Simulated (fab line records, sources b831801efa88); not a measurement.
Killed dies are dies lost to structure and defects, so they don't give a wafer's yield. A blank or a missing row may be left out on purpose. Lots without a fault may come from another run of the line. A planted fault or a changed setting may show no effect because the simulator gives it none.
fab line records | flow gf180mcu
record lots=5 wafers=15 last_day=34
route steps=602 shown TOP_METAL@575 PASSIVATION@587
lots that met no fault: from a run of the same line without faults
start_h: hours from the record's first day to the start of the lot's first wafer shown | wait_h: hours since the lot's step before | " the same as in the row above | L1.1+2: a row that stands for several wafers | - no value, or no start given | * or withheld: withheld | < > ~ a bound
route shown NAME@n: a module of which the file shows steps, and the number in the route of the first | usual: mean/standard deviation of fault-free wafers | same: alike in all rows | chamber/n: place in a boat | sites: the reading at each site | _std_site: their standard deviation | _edge_site: outer sites' mean less inner sites' | radius_mm: how far each site lies from the wafer's centre | mask NAME#n: copy n | behind: the tool/chamber that last shaped the wafer | hold: why the lot was held/for how many hours/how that ended | device: the transistor (n, p or np) that didn't switch | end of line: the same wafers' tests at the end of the route | a step without rows: its recipe alone | killed: dies lost to structure and defects at the first sort, not the wafer's yield | map: a wafer's dies, x killed, . not, _ none there
set.NAME: the setting as run; set.NAME@STEP: as run at that earlier step | model.NAME: the simulator's own value behind a step, which no gauge read
lots at some steps of the route; a table a step, a row a wafer
services: from which hour (start_h, from the record's first day; less than 0 if before it) a tool's chamber was out of use, for how many hours, and why
## steps
# step GF_TOP_METAL_HMDS_08
# recipe prime_time_s=60 prime_temp_c=120
# step GF_TOP_METAL_COAT_09
# recipe resist=NOVOLAK spin_rpm=3000 resist_thk_nm=1500
# step GF_TOP_METAL_SOFTBAKE_10
# recipe temp_c=90 time_s=60 resist=NOVOLAK
# step GF_TOP_METAL_EXPOSE_11
# recipe mask_id=MetalTop target_cd_nm=440 na=0.6 source_shape=conventional sigma_outer=0.6 dose_mj=170
# step GF_TOP_METAL_PEB_12
# recipe temp_c=withheld time_s=* resist=NOVOLAK
# step GF_TOP_METAL_DEVELOP_13
# recipe develop_time_s=60 dev_temp_c=23
# step GF_TOP_METAL_CD_MEAS_14
# recipe target_cd_nm=440
# usual cd_nm=440.6/2.2
# columns lot.wafer tool chamber start_h wait_h cd_nm
L381.1 cd_sem-02 - 650.30 0.1 441.4
L381.2 " - " " 442.2
L381.5 " - " " 440.5
L382.2 cd_sem-02 - 658.87 0.1 438.8
L382.3 " - " " 441.0
L382.4 " - " " 441.3
L393.1 cd_sem-02 - 740.71 0.1 441.3
L393.4 " - " " 441.1
L393.6 " - " " 441.5
L396.1 cd_sem-01 - 755.71 0.1 439.1
L396.2 " - " " 442.2
L396.4 " - " " 441.8
L401.1 cd_sem-01 - 786.44 0.1 441.2
L401.5 " - " " 440.3
L401.6 " - " " 440.9
# step GF_TOP_METAL_OVL_MEAS_15
# usual TOP_METAL_OVL=-0.2/1.3
# columns lot.wafer tool chamber start_h wait_h TOP_METAL_OVL[nm]
L381.1 overlay-02 - 650.42 0.1 -0.3
L381.2 " - " " -1.1
L381.5 " - " " -0.1
L382.2 overlay-02 - 658.98 0.1 -0.1
L382.3 " - " " 1.2
L382.4 " - " " -0.4
L393.1 overlay-01 - 740.83 0.1 2.7
L393.4 " - " " -0.5
L393.6 " - " " 0.0
L396.1 overlay-01 - 755.83 0.1 -2.5
L396.2 " - " " -1.7
L396.4 " - " " -0.7
L401.1 overlay-01 - 786.56 0.1 0.4
L401.5 " - " " 3.9
L401.6 " - " " -1.4
# step GF_TOP_METAL_METAL_ETCH_16
# recipe chemistry=Cl2/BCl3 mask_material=NOVOLAK target_depth_nm=1197 stop_on=SiO2 pressure_mtorr=8 icp_w=800 bias_w=140 Cl2_flow_sccm=80 bcl3_flow_sccm=40 time_s=199.5
# usual drypump_motor_current_A=5.7/0.34 oes_product_au=0.991/0.0052 throttle_valve_pct=28.229/0.0091
# same time_s=199.5
# columns lot.wafer tool chamber start_h wait_h drypump_motor_current_A oes_product_au rf_hours_counter_h throttle_valve_pct
L381.1 rie_metal-01 0 650.46 0.0 6.1 0.985 8 28.233
L381.2 " 1 " " 5.6 0.984 2 28.230
L381.5 " 0 " " 6.1 1.004 - 28.214
L382.2 rie_metal-01 1 659.01 0.0 5.6 0.990 3 28.223
L382.3 " 0 " " 6.1 0.993 - 28.224
L382.4 " 1 " " 5.6 0.989 - 28.231
L393.1 rie_metal-01 0 740.87 0.0 6.1 0.991 11 28.244
L393.4 " 0 " " 6.1 0.988 - 28.241
L393.6 " 0 " " 6.1 0.995 - 28.227
L396.1 rie_metal-01 1 755.86 0.0 5.6 0.994 7 28.227
L396.2 " 0 " " 6.1 0.983 12 28.222
L396.4 " 0 " " 6.1 0.999 - 28.219
L401.1 rie_metal-03 1 786.59 0.0 5.5 0.987 5 28.232
L401.5 " 1 " " 5.5 0.987 - 28.235
L401.6 " 0 " " 6.1 0.991 - 28.222
# step GF_TOP_METAL_STRIP_17
# recipe chemistry=O2/N2 power_w=1400 pressure_mtorr=1500 platen_temp_c=250 o2_flow_sccm=3000 n2_flow_sccm=300 overash_fraction=0.5
# usual drypump_motor_current_A=5.65/0.24 heater_power_w=319/14 oes_product_au=0.710/0.0048 strip_time_to_endpoint_s=12.88/0.066
# columns lot.wafer tool chamber start_h wait_h drypump_motor_current_A heater_power_w oes_product_au rf_hours_counter_h strip_time_to_endpoint_s
L381.1 plasma_asher-03 0 650.65 0.1 5.75 338 0.712 98 12.88
L381.2 " 1 " " 5.34 314 0.707 98 12.87
L381.5 " 0 " " 5.78 326 0.708 - 12.77
L382.2 plasma_asher-03 1 659.20 0.1 5.33 322 0.709 99 12.93
L382.3 " 0 " " 5.78 340 0.714 - 12.88
L382.4 " 1 " " 5.34 316 0.708 - 12.92
L393.1 plasma_asher-01 1 741.06 0.1 5.92 327 0.705 62 12.80
L393.4 " 1 " " 5.92 328 0.709 - 12.85
L393.6 " 1 " " 5.91 328 0.713 - 12.92
L396.1 plasma_asher-03 1 756.06 0.1 5.34 323 0.706 2 12.94
L396.2 " 0 " " 5.76 317 0.710 2 12.89
L396.4 " 1 " " 5.36 315 0.719 - 12.86
L401.1 plasma_asher-03 1 786.85 0.2 5.33 325 0.709 6 12.97
L401.5 " 0 " " 5.76 308 0.715 - 13.03
L401.6 " 1 " " 5.33 321 0.708 - 12.91
# step GF_TOP_METAL_STRIP_18
# recipe chemistry=post_etch_residue_remover time_s=1200 temp_c=72.5
# step GF_TOP_METAL_CLEAN_19
# recipe chemistry=DIW dry=n2_spin
# step GF_PASSIVATION_CVD_00
# recipe material=SiO2 target_thk_nm=1000 precursor=TEOS temp_c=400 time_s=111.95 rf_w=600
# usual heater_power_w=643/98 run_length_s=139.8/0.57
# columns lot.wafer tool chamber start_h wait_h heater_power_w run_length_s model.SiO2_of_PASSIVATION_CVD_00.thk_nm
L381.1 pecvd-04 2 651.18 0.0 734 139.7 988.5
L381.2 " 1 " " 578 140.7 994
L381.5 " 1 " " 658 140.4 1006
L382.2 pecvd-01 0 659.76 0.0 562 139.5 1001
L382.3 " 2 " " 740 140.0 999.6
L382.4 " 1 " " 584 139.3 1017
L393.1 pecvd-04 0 741.62 0.0 727 160.3 1156
L393.4 " 2 " " 715 139.4 991.5
L393.6 " 0 " " 789 160.2 1171
L396.1 pecvd-03 0 756.62 0.0 538 140.2 979.1
L396.2 " 2 " " 536 139.3 989.8
L396.4 " 2 " " 604 139.8 1022
L401.1 pecvd-03 1 787.41 0.0 722 139.5 995.4
L401.5 " 2 " " 570 139.8 1019
L401.6 " 1 " " 765 139.9 1010
# step GF_PASSIVATION_THK_MEAS_01
# recipe reads=SiO2_of_PASSIVATION_CVD_00
# usual PASSIVATION_CVD_00_THK=999/15
# columns lot.wafer tool chamber start_h wait_h PASSIVATION_CVD_00_THK[nm]
L381.1 film_metro-02 - 651.26 0.0 989
L381.2 " - " " 994
L381.5 " - " " 1006
L382.2 film_metro-03 - 659.85 0.0 1000
L382.3 " - " " 1000
L382.4 " - " " 1017
L393.1 film_metro-02 - 741.74 0.1 1156
L393.4 " - " " 992
L393.6 " - " " 1170
L396.1 film_metro-03 - 756.80 0.1 979
L396.2 " - " " 989
L396.4 " - " " 1022
L401.1 film_metro-02 - 787.49 0.0 996
L401.5 " - " " 1020
L401.6 " - " " 1010
# step GF_PASSIVATION_CVD_02
# recipe material=Si3N4 target_thk_nm=700 time_s=486.18 temp_c=400 rf_w=450
# usual heater_power_w=703/100 run_length_s=514.1/0.65
# same time_s=486.18
# columns lot.wafer tool chamber start_h wait_h heater_power_w run_length_s
L381.1 pecvd-03 0 651.32 0.1 552 514.4
L381.2 " 2 " " 641 513.5
L381.5 " 1 " " 854 514.0
L382.2 pecvd-04 0 659.90 0.0 875 514.8
L382.3 " 2 " " 806 513.7
L382.4 " 1 " " 628 514.6
L393.1 pecvd-03 0 741.80 0.1 581 514.5
L393.4 " 2 " " 604 513.7
L393.6 " 0 " " 585 514.7
L396.1 pecvd-01 0 756.86 0.1 590 513.1
L396.2 " 1 " " 774 513.0
L396.4 " 2 " " 707 514.2
L401.1 pecvd-01 2 787.55 0.1 655 514.7
L401.5 " 0 " " 509 513.3
L401.6 " 1 " " 734 513.1
# step GF_PASSIVATION_THK_MEAS_03
# recipe reads=Si3N4_of_PASSIVATION_CVD_02
# usual PASSIVATION_CVD_02_THK=702/9.3
# columns lot.wafer tool chamber start_h wait_h PASSIVATION_CVD_02_THK[nm]
L381.1 film_metro-02 - 651.61 0.1 704
L381.2 " - " " 706
L381.5 " - " " 720
L382.2 film_metro-03 - 660.20 0.2 689
L382.3 " - " " 688
L382.4 " - " " 706
L393.1 film_metro-02 - 742.08 0.1 703
L393.4 " - " " 716
L393.6 " - " " 714
L396.1 film_metro-03 - 757.16 0.2 687
L396.2 " - " " 692
L396.4 " - " " 709
L401.1 film_metro-02 - 787.84 0.1 691
L401.5 " - " " 700
L401.6 " - " " 708
# step GF_PASSIVATION_DEHYDRATE_04
# recipe temp_c=200 time_s=60
# step GF_PASSIVATION_HMDS_05
# recipe prime_time_s=60 prime_temp_c=120
# step GF_PASSIVATION_COAT_06
# recipe spin_rpm=2000 resist_thk_nm=4000
# step GF_PASSIVATION_SOFTBAKE_07
# recipe temp_c=110 time_s=withheld
# step GF_PASSIVATION_EXPOSE_08
# recipe mask_id=Pad target_cd_nm=40000 na=0.57 dose_mj=310
# step GF_PASSIVATION_PEB_09
# recipe temp_c=115 time_s=withheld
# step GF_PASSIVATION_DEVELOP_10
# recipe develop_time_s=60 dev_temp_c=23
# step GF_PASSIVATION_ETCH_11
# recipe chemistry=CF4/O2 target_depth_nm=2040 stop_on=TiN source_w=800 bias_w=150 pressure_mtorr=150 cf4_flow_sccm=80 O2_flow_sccm=10 time_s=453.3
# usual drypump_motor_current_A=5.6/0.3 oes_product_au=0.989/0.007 throttle_valve_pct=5.967/0.0098
# same time_s=453.3
# columns lot.wafer tool chamber start_h wait_h drypump_motor_current_A oes_product_au rf_hours_counter_h throttle_valve_pct
L381.1 rie_diel-03 3 670.76 - 5.3 0.993 20 5.965
L381.2 " 0 " " 6.0 0.978 10 5.957
L381.5 " 3 " " 5.3 0.980 - 5.957
L382.2 rie_diel-03 1 679.23 - 5.8 1.002 28 5.967
L382.3 " 3 " " 5.3 0.980 20 5.974
L382.4 " 2 " " 5.1 0.990 44 5.948
L393.1 rie_diel-04 3 758.25 - 6.0 0.941 27 5.964
L393.4 " 0 " " 5.4 0.987 14 5.973
L393.6 " 2 " " 5.5 0.957 - 5.943
L396.1 rie_diel-03 1 772.55 - 5.8 0.994 32 5.976
L396.2 " 0 " " 6.0 0.997 14 5.968
L396.4 " 2 " " 5.1 0.979 48 5.958
L401.1 rie_diel-04 0 802.48 - 5.4 0.985 17 5.973
L401.5 " 3 " " 6.0 0.994 - 5.975
L401.6 " 2 " " 5.5 0.984 - 5.967
# step GF_PASSIVATION_STRIP_12
# recipe chemistry=O2/N2 power_w=1400 pressure_mtorr=1547 platen_temp_c=250 o2_flow_sccm=3000 n2_flow_sccm=300 overash_fraction=0.5
# usual drypump_motor_current_A=5.61/0.25 heater_power_w=328/31 oes_product_au=0.723/0.0043 strip_time_to_endpoint_s=32.62/0.26
# columns lot.wafer tool chamber start_h wait_h drypump_motor_current_A heater_power_w oes_product_au rf_hours_counter_h strip_time_to_endpoint_s
L381.1 plasma_asher-01 1 671.03 0.1 5.92 334 0.725 58 32.81
L381.2 " 0 " " 5.60 282 0.715 58 33.05
L381.5 " 1 " " 5.94 331 0.735 - 33.07
L382.2 plasma_asher-04 0 679.50 0.1 5.58 314 0.726 88 32.50
L382.3 " 1 " " 5.31 367 0.719 - 32.98
L382.4 " 0 " " 5.58 315 0.726 - 32.89
L393.1 plasma_asher-04 0 758.52 0.1 5.56 304 0.724 98 32.19
L393.4 " 1 " " 5.29 373 0.731 - 32.73
L393.6 " 1 " " 5.29 382 0.723 - 32.76
L396.1 plasma_asher-01 1 772.82 0.1 5.92 326 0.708 67 32.29
L396.2 " 0 " " 5.56 282 0.717 67 32.55
L396.4 " 0 " " 5.56 282 0.721 - 32.65
L401.1 plasma_asher-01 1 802.75 0.1 5.93 319 0.722 71 32.48
L401.5 " 1 " " 5.94 334 0.724 - 32.31
L401.6 " 0 " " 5.58 286 0.733 - 32.76
## services
# columns tool chamber start_h hours kind
plasma_asher-03 - 629.93 2.8 pm
rie_diel-04 2 632.51 3.1 repair
rie_metal-03 - 637.87 2.8 pm
pecvd-01 - 639.54 14.6 pm
rie_diel-04 2 645.97 15.5 repair
pecvd-03 2 665.64 4.0 repair
pecvd-04 2 666.98 3.6 repair
rie_diel-03 2 668.23 3.0 repair
plasma_asher-01 - 673.26 33.0 pm
rie_diel-04 2 684.51 5.4 repair
rie_metal-01 0 719.51 11.1 repair
plasma_asher-01 - 721.23 2.3 repair
rie_diel-04 1 725.82 2.6 repair
rie_diel-03 - 726.80 2.8 pm
pecvd-04 - 728.68 6.0 pm
plasma_asher-03 - 733.75 9.0 pm
plasma_asher-03 0 733.75 9.0 vent_cycle
plasma_asher-03 1 733.75 9.0 vent_cycle
plasma_asher-03 0 742.75 - clean
plasma_asher-03 1 742.75 - clean
plasma_asher-04 - 745.28 1.0 repair
rie_diel-04 2 774.60 10.6 repair
pecvd-03 - 785.68 1.3 repair
pecvd-03 - 799.38 14.0 pm
## key
first_sign step=GF_PASSIVATION_CVD_00 reading=run_length_s direction=up sigmas=36 usual=* struck=*
effect step=GF_PASSIVATION_THK_MEAS_01 reading=PASSIVATION_CVD_00_THK direction=up sigmas=11 usual=999 struck=1163
effect step=GF_PASSIVATION_ETCH_11 reading=oes_product_au direction=down sigmas=5.7 usual=0.989 struck=0.949
model_effect step=GF_PASSIVATION_CVD_00 value=SiO2_of_PASSIVATION_CVD_00.thk_nm without=981.9 struck=1163
met_at GF_PASSIVATION_CVD_00
struck_wafers L393.1,L393.6
later_rows_left_out L393.6
sort_left_out L393.1,L393.6
fault kind=process_parameter_drift tool=pecvd-04 chamber=0 onset_h=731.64 steps=GF_PASSIVATION_CVD_00 channel=time_s offset=* shape=step end_h=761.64 acts_in=* stated=*
# sort_left_out: the simulated sort isn't trusted on such a fault, so these wafers' sort isn't shown, and their yield isn't known
# later_rows_left_out: the simulator's readings of these wafers behind a module that went badly wrong aren't trusted and aren't shown, but for the sort
